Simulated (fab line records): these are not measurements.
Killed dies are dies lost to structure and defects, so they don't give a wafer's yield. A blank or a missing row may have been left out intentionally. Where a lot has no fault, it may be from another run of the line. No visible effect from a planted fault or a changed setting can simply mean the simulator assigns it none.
Which tool was responsible? | flow gf180mcu | 10 lots with 30 wafers sampled at 6 steps, on a route of 602 steps

WHAT THE GAUGES SHOWED, per wafer
GF_HV_LDD_THK_MEAS_55.
lot  | measured     | on           | HV_LDD_CVD_54_THK (nm)
L143 | day 12 21:46 | filmMetro-01 | 9.93 10.04 9.98
L146 | day 13 17:11 | filmMetro-03 | 9.99 9.94 9.94
L149 | day 15 04:28 | filmMetro-04 | 10.05 10.09 10.02
L150 | day 15 23:17 | filmMetro-04 | 9.79 10.01 9.97
L158 | day 17 20:43 | filmMetro-01 | 9.83 9.85 9.82
L160 | day 18 23:40 | filmMetro-03 | 9.98 10.02 9.95
L161 | day 19 11:14 | filmMetro-03 | 10.15 10.23 10.38
L163 | day 19 22:13 | filmMetro-04 | 10.16 9.95 10.05
L162 | day 19 23:14 | filmMetro-03 | 10.13 10.10 10.00
L164 | day 20 22:15 | filmMetro-01 | 10.01 9.99 10.04

GF_PSD_TW_MEAS_11.
lot  | measured     | on           | PSD_TW
L143 | day 14 17:44 | filmMetro-03 | 3178 3195 3175
L146 | day 15 12:56 | filmMetro-03 | 3203 3198 3214
L149 | day 17 02:32 | filmMetro-01 | 3290 3305 3284
L150 | day 17 22:55 | filmMetro-02 | 3280 3277 3242
L158 | day 19 23:16 | filmMetro-02 | 3164 3168 3171
L160 | day 21 03:06 | filmMetro-01 | 3219 3228 3221
L161 | day 21 13:19 | filmMetro-02 | 3177 3169 3182
L163 | day 22 00:44 | filmMetro-03 | 3189 3175 3193
L162 | day 22 01:02 | filmMetro-01 | 3228 3212 3209
L164 | day 22 22:38 | filmMetro-01 | 3219 3202 3218

GF_PSD_RS_MEAS_15: measurement is done with a four-point probe.
lot  | measured     | on           | PSD_RS (ohm/sq)
L143 | day 14 18:03 | filmMetro-01 | 108.43 108.27 108.12
L146 | day 15 13:16 | filmMetro-02 | 108.34 108.19 108.55
L149 | day 17 02:51 | filmMetro-01 | 103.73 103.82 103.84
L150 | day 17 23:15 | filmMetro-01 | 103.26 103.10 103.10
L158 | day 19 23:36 | filmMetro-01 | 108.67 108.44 108.64
L160 | day 21 03:25 | filmMetro-03 | 108.58 108.18 108.69
L161 | day 21 13:39 | filmMetro-01 | 108.49 108.47 108.68
L163 | day 22 01:04 | filmMetro-03 | 108.53 108.50 108.56
L162 | day 22 01:22 | filmMetro-01 | 108.53 108.43 108.43
L164 | day 22 22:56 | filmMetro-03 | 108.48 108.35 108.43

WHAT TOOL EACH LOT RAN ON (gives the tool, then ch and the chambers of the sampled wafers, and finally the start)
lot  | GF_HV_LDD_STRIP_37                  | GF_PSD_IMPLANT_09               | GF_PSD_STRIP_10
L143 | plasmaAsher-01 ch 0,1, day 12 00:33 | implanter-04 ch 0, day 14 17:29 | plasmaAsher-01 ch 1, day 14 17:38
L146 | plasmaAsher-03 ch 0,1, day 12 19:31 | implanter-03 ch 0, day 15 12:43 | plasmaAsher-01 ch 0,1, day 15 12:50
L149 | plasmaAsher-02 ch 0,1, day 14 06:28 | implanter-03 ch 0, day 17 02:17 | plasmaAsher-01 ch 0,1, day 17 02:26
L150 | plasmaAsher-03 ch 0,1, day 14 22:44 | implanter-03 ch 0, day 17 22:41 | plasmaAsher-04 ch 0,1, day 17 22:49
L158 | plasmaAsher-01 ch 0,1, day 16 19:53 | implanter-02 ch 0, day 19 23:01 | plasmaAsher-01 ch 0,1, day 19 23:10
L160 | plasmaAsher-02 ch 0,1, day 17 21:53 | implanter-03 ch 0, day 21 02:51 | plasmaAsher-03 ch 0,1, day 21 03:00
L161 | plasmaAsher-03 ch 0,1, day 18 09:17 | implanter-04 ch 0, day 21 13:05 | plasmaAsher-04 ch 0,1, day 21 13:13
L163 | plasmaAsher-03 ch 0,1, day 18 20:32 | implanter-04 ch 0, day 22 00:31 | plasmaAsher-03 ch 0,1, day 22 00:38
L162 | plasmaAsher-03 ch 0,1, day 18 20:44 | implanter-03 ch 0, day 22 00:49 | plasmaAsher-04 ch 0,1, day 22 00:56
L164 | plasmaAsher-03 ch 0,1, day 19 18:56 | implanter-03 ch 0, day 22 22:23 | plasmaAsher-03 ch 0,1, day 22 22:32
- GF_HV_LDD_STRIP_37: strips in O2/N2.
- GF_PSD_IMPLANT_09
- GF_PSD_STRIP_10: strips in O2/N2.

WHAT THE TOOLS THEMSELVES READ (means of the sampled wafers that have a number; where no wafer has one, the mark that the record gives instead)
GF_HV_LDD_STRIP_37.
lot  | tool           | drypumpMotorCurrentA (A) | heaterPowerW (W) | n2FlowSccm (sccm) | o2FlowSccm (sccm) | oesProductAu (a.u.) | stripTimeToEndpointS (s)
L143 | plasmaAsher-01 | 5.9                      | 339              | 300.3             | 3002              | 0.716               | 12.65
L146 | plasmaAsher-03 | 5.4                      | 350              | 299.7             | 3003              | 0.717               | 12.68
L149 | plasmaAsher-02 | 6.0                      | 370              | 300.1             | 3002              | 0.718               | 12.63
L150 | plasmaAsher-03 | 5.2                      | 351              | 300.2             | 3003              | 0.716               | 12.60
L158 | plasmaAsher-01 | 5.9                      | 336              | 300.9             | 3004              | 0.715               | 12.67
L160 | plasmaAsher-02 | 6.0                      | 372              | 299.8             | 2998              | 0.714               | 12.65
L161 | plasmaAsher-03 | 5.2                      | 359              | 300.5             | 3008              | 0.714               | 12.62
L163 | plasmaAsher-03 | 5.3                      | 348              | 299.9             | 2994              | 0.718               | 12.64
L162 | plasmaAsher-03 | 5.2                      | 353              | 299.7             | 3003              | 0.717               | 12.62
L164 | plasmaAsher-03 | 5.2                      | 353              | 300.3             | 2998              | 0.713               | 12.66

GF_PSD_IMPLANT_09.
lot  | tool         | beamEnergyKeV | endStationPressureTorr (Torr)
L143 | implanter-04 | 40.004        | 1.19e-05
L146 | implanter-03 | 39.996        | 1.20e-05
L149 | implanter-03 | 44.601        | 1.20e-05
L150 | implanter-03 | 44.605        | 1.22e-05
L158 | implanter-02 | 39.993        | 1.21e-05
L160 | implanter-03 | 39.999        | 1.18e-05
L161 | implanter-04 | 39.991        | 1.17e-05
L163 | implanter-04 | 39.997        | 1.16e-05
L162 | implanter-03 | 39.985        | 1.12e-05
L164 | implanter-03 | 39.992        | 1.13e-05

GF_PSD_STRIP_10.
lot  | tool           | drypumpMotorCurrentA (A) | heaterPowerW (W) | n2FlowSccm (sccm) | o2FlowSccm (sccm) | oesProductAu (a.u.) | stripTimeToEndpointS (s)
L143 | plasmaAsher-01 | 6.0                      | 356              | 300.3             | 2999              | 0.594               | 16.55
L146 | plasmaAsher-01 | 5.9                      | 338              | 300.6             | 2986              | 0.587               | 16.58
L149 | plasmaAsher-01 | 5.9                      | 333              | 299.1             | 3002              | 0.584               | 16.97
L150 | plasmaAsher-04 | 5.8                      | 323              | 299.9             | 3013              | 0.579               | 16.94
L158 | plasmaAsher-01 | 5.8                      | 320              | 301.1             | 2992              | 0.590               | 16.54
L160 | plasmaAsher-03 | 5.3                      | 353              | 299.5             | 3002              | 0.589               | 16.54
L161 | plasmaAsher-04 | 5.8                      | 325              | 300.3             | 2987              | 0.595               | 16.48
L163 | plasmaAsher-03 | 5.2                      | 350              | 299.6             | 2992              | 0.594               | 16.48
L162 | plasmaAsher-04 | 5.8                      | 322              | 300.6             | 3002              | 0.593               | 16.50
L164 | plasmaAsher-03 | 5.3                      | 351              | 299.7             | 3002              | 0.588               | 16.52

THE ANSWER, worked out from the rows above alone
Rule: the usual values come from the lots themselves. Put in order of their means at a reading, lots are off if they are a third of the lots or fewer, leave a main group of 4 or more, and stand apart from it by a gap of 3 or more times the standard deviation of the main group's means; of several such gaps the widest counts. A main group is skipped when, at the precision printed for the reading in the tables above, its means are all equal. A lot without any number at a reading at which 4 lots or more have one is off too. The other lots that the step has rows for count as sound. After the gauges, taken in route order, come the tools' own readings; for these a lot's mean is taken, as printed above. At the first step where some lot is off, the reading lying furthest off is the one used; lots without a number count as furthest.
Off: L149, L150, at GF_PSD_RS_MEAS_15 (PSD_RS). The main group: mean 108.46 ohm/sq, standard deviation 0.097.
A tool fits if, at a process step before that reading, it ran every lot that is off, and no sound lot after the first of them. Not tried: the gauges at GF_PSD_RS_MEAS_15; whatever is off there is also off at GF_PSD_IMPLANT_09, on other tools, and gauge error can't account for it. Of those tried, none fits.

WHAT WAS PUT IN BY THE SIMULATOR
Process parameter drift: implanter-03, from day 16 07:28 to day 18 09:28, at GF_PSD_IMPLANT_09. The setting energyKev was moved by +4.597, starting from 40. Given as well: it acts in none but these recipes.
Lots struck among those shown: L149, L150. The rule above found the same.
